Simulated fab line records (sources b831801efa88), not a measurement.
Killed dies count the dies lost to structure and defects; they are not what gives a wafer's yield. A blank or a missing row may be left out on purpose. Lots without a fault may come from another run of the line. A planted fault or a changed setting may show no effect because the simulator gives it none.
Comparing a struck lot with a sound one :: flow sky130 :: 28 steps out of a route of 708
Sound: the wafers L403.1, L403.3, L403.4. Struck: wafer L413.2 (left out: L413.4, a lot-mate that was not struck); the cause follows at the end.
For every step that has rows: the tool of each side, followed by ch and its chambers, followed by its first start. Under that, the readings that differ: sound wafers :: struck wafers :: difference of the means :: sigmas: that difference in standard deviations of wafers without a fault.
alike: a reading whose means differ by less than 2 such deviations, as well as words and numbers matching on both sides. not compared: withheld readings; readings where some wafer has no value; bounds like >300 that might hide an equal value; numbers whose values overlap and for which the record gives no deviation.
A row with sigmas, a row that says differs or no value, or rows on one side alone: a step with any of these is where the two part. Non-overlapping numbers with no deviation appear without sigmas and do not part them. A reading missing from all wafers of one side parts the sides only when that side holds two or more wafers.

SKY_VIA4_ETCH_12: etches SiO2 in C4F8/O2/Ar, stops on TiN, target depth 580 nm.
  sound on rie diel-02 ch 0,2,3, day 43 13:35; struck on rie diel-04 ch 0, day 46 15:59
  alike: oes product au
then, 5 steps without rows for these wafers: SKY_VIA4_STRIP_13 (strips in O2/N2); SKY_VIA4_STRIP_14 (strips in post etch residue remover, time 1200 s); SKY_VIA4_CLEAN_15 (cleans in IPA, time 180 s); SKY_VIA4_CLEAN_16 (cleans in O3/DIW); SKY_VIA4_SPUTTER_17 (material TiN, target thk 20 nm, time 80 s).
SKY_VIA4_CVD_18: deposits W, target thk 505 nm, time 152.14 s.
  sound on cvd w-01 ch 0,1, day 43 14:43; struck on cvd w-01 ch 0, day 46 16:47
  alike: chamber pressure Torr, heater power w, susceptor temp C
SKY_VIA4_RS_MEAS_19: uses a four-point probe to measure.
  sound: film metro-03 at day 43 14:52; struck: film metro-03 at day 46 16:58
  alike: VIA4_W_RS
SKY_VIA4_THK_MEAS_20: measures by xrf.
  sound: film metro-03 at day 43 14:59; struck: film metro-03 at day 46 17:04
  alike: VIA4_W_THK
SKY_VIA4_CMP_21: polishes, stops on SiO2, t overpolish 25 s, target thk 0 nm.
  sound on cmp-02 ch 0,1,3, day 43 15:03; struck on cmp-01 ch 0, day 46 17:56
  alike: motor current A, overpolish run s, slurry filter dp kPa, time to endpoint s
then, 2 steps without rows for these wafers: SKY_METAL5_SPUTTER_00 (material Ti, target thk 15 nm, time 10 s); SKY_METAL5_SPUTTER_01 (material TiN, target thk 20 nm, time 16.7 s).
SKY_METAL5_SPUTTER_02: material AlCu, target thk 1150 nm, time 61.2 s.
  sound: pvd sputter-02 at day 43 15:24; struck: pvd sputter-02 at day 46 18:13
reading: model.AlCu_of_METAL5_SPUTTER_02.thk nm (nm)
sound: 1162 1169 1171
struck: 1657
difference: +490
sigmas: 
  alike: throttle valve pct
then, 1 step without rows for these wafers: SKY_METAL5_SPUTTER_03 (material Ti, target thk 5 nm, time 3.3 s).
SKY_METAL5_SPUTTER_04: material TiN, target thk 70 nm, time 58.3 s.
  sound: pvd sputter-02 at day 43 15:29; struck: pvd sputter-02 at day 46 18:17
  alike: throttle valve pct
SKY_METAL5_RS_MEAS_05: uses a four-point probe to measure.
  sound: film metro-01 at day 43 15:32; struck: film metro-01 at day 46 18:22
reading: METAL5_ALCU_RS (ohm/sq)
sound: 0.0267 0.0266 0.0265
struck: 0.0187
difference: -0.0079
sigmas: -23
SKY_METAL5_THK_MEAS_06: measures by xrf.
  sound: film metro-01 at day 43 15:39; struck: film metro-01 at day 46 18:28
reading: METAL5_ALCU_THK (nm)
sound: 1176 1185 1183
struck: 1683
difference: +502
sigmas: +28
then, 7 steps without rows for these wafers: SKY_METAL5_DEHYDRATE_07 (time 60 s); SKY_METAL5_HMDS_08 (prime time 60 s); SKY_METAL5_COAT_09 (resist thk 1800 nm); SKY_METAL5_SOFTBAKE_10 (time 60 s); SKY_METAL5_EXPOSE_11 (exposes mask MM5, target cd 1600 nm); SKY_METAL5_PEB_12; SKY_METAL5_DEVELOP_13 (develop time 60 s).
SKY_METAL5_DESCUM_14: chemistry O2, time 11 s.
  sound on rie metal-02 ch 0,1, day 44 14:16; struck on rie metal-04 ch 0, day 47 13:50
reading: oes product au (a.u.)
sound: 0.997 1.001 0.997
struck: 1.013
difference: +0.015
sigmas: +2
  alike: drypump motor current A
  not compared: rf hours counter h
SKY_METAL5_METAL_ETCH_15: etches the open film in Cl2/BCl3, stops on SiO2, target depth 1260 nm, time 252 s.
  sound on rie metal-02 ch 0,1, day 44 14:18; struck on rie metal-04 ch 0, day 47 13:53
reading: bcl3 flow sccm (sccm)
sound: 30.02 30.08 30.07
struck: 29.88
difference: -0.18
sigmas: -2

reading: oes product au (a.u.)
sound: 0.892 0.888 0.893
struck: 1.011
difference: +0.120
sigmas: +25
  alike: drypump motor current A, throttle valve pct
  not compared: rf hours counter h
then, 1 step without rows for these wafers: SKY_METAL5_STRIP_16 (strips in O2/N2).
SKY_PAD_OPEN_PROBE_99:
  the record has rows for the struck wafers here (prober-01, day 49 05:54) and none for the sound ones

== WHERE THEY PART ==
At SKY_METAL5_RS_MEAS_05 first; at SKY_PAD_OPEN_PROBE_99 last (within this record only).

WHY: whatever the simulator had introduced
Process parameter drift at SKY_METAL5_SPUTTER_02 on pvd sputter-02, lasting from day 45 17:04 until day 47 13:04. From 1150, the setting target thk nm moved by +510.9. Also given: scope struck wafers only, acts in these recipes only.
